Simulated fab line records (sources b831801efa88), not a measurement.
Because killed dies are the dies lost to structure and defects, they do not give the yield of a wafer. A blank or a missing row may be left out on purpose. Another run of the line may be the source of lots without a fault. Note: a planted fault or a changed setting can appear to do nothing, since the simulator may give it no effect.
Check of tool commonality	flow sky130	Lots sampled 16, wafers sampled 48

## WHY THIS WAS OPENED
Of 16 lots, 4 have the reading VT_ADJUST_LVTN_OVL flagged at SKY_VT_ADJUST_LVTN_OVL_MEAS_07. Wafers without a fault read 0.3 nm, standard deviation 1.4.
Rule: a lot is flagged when every wafer of it that has a number lies more than 4 standard deviations from that mean, or none has a number. The other lots count as sound.

lot	measured	on	VT_ADJUST_LVTN_OVL (nm), wafer by wafer	flag
L142	day 7 02:10	overlay-01	0.2 1.0 1.0	
L143	day 7 15:24	overlay-01	1.9 -0.9 -0.1	
L145	day 8 00:43	overlay-02	-0.2 1.4 1.4	
L144	day 8 00:56	overlay-02	1.2 1.1 0.0	
L147	day 8 12:07	overlay-01	-1.5 0.6 0.0	
L148	day 8 15:29	overlay-02	327.5 325.7 322.9	FLAGGED
L150	day 9 03:49	overlay-02	322.4 322.6 324.1	FLAGGED
L154	day 10 04:54	overlay-01	322.7 323.1 323.1	FLAGGED
L155	day 10 08:41	overlay-01	325.4 322.6 324.1	FLAGGED
L157	day 11 03:37	overlay-01	0.9 1.0 0.0	
L158	day 11 04:36	overlay-01	-0.1 3.7 0.9	
L159	day 11 09:50	overlay-01	-0.3 1.0 -1.9	
L160	day 11 17:50	overlay-02	-0.7 1.1 1.4	
L161	day 12 00:42	overlay-01	-0.3 -0.9 0.1	
L164	day 13 00:30	overlay-02	-0.4 -0.8 -0.9	
L165	day 13 06:58	overlay-02	-1.2 -1.7 0.1	
Flagged lots average 323.9 nm: +323.6 nm relative to the usual, that is +99 or more standard deviations.

## TOOL THAT RAN EACH LOT
The record holds 1 process step before the reading, out of a route of 708 steps. Read each cell as the tool, then ch plus the chambers that the sampled wafers visited, then the start.
lot	flag	SKY_VT_ADJUST_LVTN_EXPOSE_04
L142		iline_stepper-02 ch 0, day 6 16:16
L143		iline_stepper-02 ch 0, day 7 06:14
L145		iline_stepper-01 ch 0, day 7 14:14
L144		iline_stepper-02 ch 0, day 7 14:28
L147		iline_stepper-01 ch 0, day 8 02:07
L148	FLAGGED	iline_stepper-02 ch 0, day 8 05:23
L150	FLAGGED	iline_stepper-02 ch 0, day 8 17:11
L154	FLAGGED	iline_stepper-02 ch 0, day 9 18:20
L155	FLAGGED	iline_stepper-02 ch 0, day 9 21:59
L157		iline_stepper-01 ch 0, day 10 16:25
L158		iline_stepper-01 ch 0, day 10 18:05
L159		iline_stepper-01 ch 0, day 10 23:02
L160		iline_stepper-01 ch 0, day 11 06:05
L161		iline_stepper-01 ch 0, day 11 12:29
L164		iline_stepper-01 ch 0, day 12 12:05
L165		iline_stepper-01 ch 0, day 12 19:12
What is done by these steps:
- SKY_VT_ADJUST_LVTN_EXPOSE_04: exposes mask NWM COMPLEMENT LESS NATIVE, target cd 840 nm.
- SKY_VT_ADJUST_LVTN_OVL_MEAS_07

## FLAGGED OVER TOTAL, TOOL BY TOOL (the gauges that took the reading come last)
step	tool	lots run	flagged	share of the flagged lots	sound lots run after its first flagged lot
SKY_VT_ADJUST_LVTN_EXPOSE_04	iline_stepper-01	9	0	none	-
SKY_VT_ADJUST_LVTN_EXPOSE_04	iline_stepper-02	7	4	all	0
SKY_VT_ADJUST_LVTN_OVL_MEAS_07	overlay-01	9	2	some	4 (L157,L158,L159,L161)
SKY_VT_ADJUST_LVTN_OVL_MEAS_07	overlay-02	7	2	some	3 (L160,L164,L165)

## WHAT THE TABLE ALLOWS
All flagged lots share 1 row of the table, namely iline_stepper-02 at SKY_VT_ADJUST_LVTN_EXPOSE_04.
- iline_stepper-02 at SKY_VT_ADJUST_LVTN_EXPOSE_04: 4 of its 7 lots flagged. Its last sound lot is L144 (day 7 14:28), its first flagged lot L148 (day 8 05:23): a fault that began between those two fits.
Just one tool remains: iline_stepper-02 at SKY_VT_ADJUST_LVTN_EXPOSE_04.

## WHAT WAS PUT IN BY THE SIMULATOR
Scanner matching overlay: iline_stepper-02, from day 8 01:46 on, at SKY_VT_ADJUST_LVTN_EXPOSE_04. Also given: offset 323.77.
Lots struck among those shown: L148, L150, L154, L155. Same finding as the rule above.
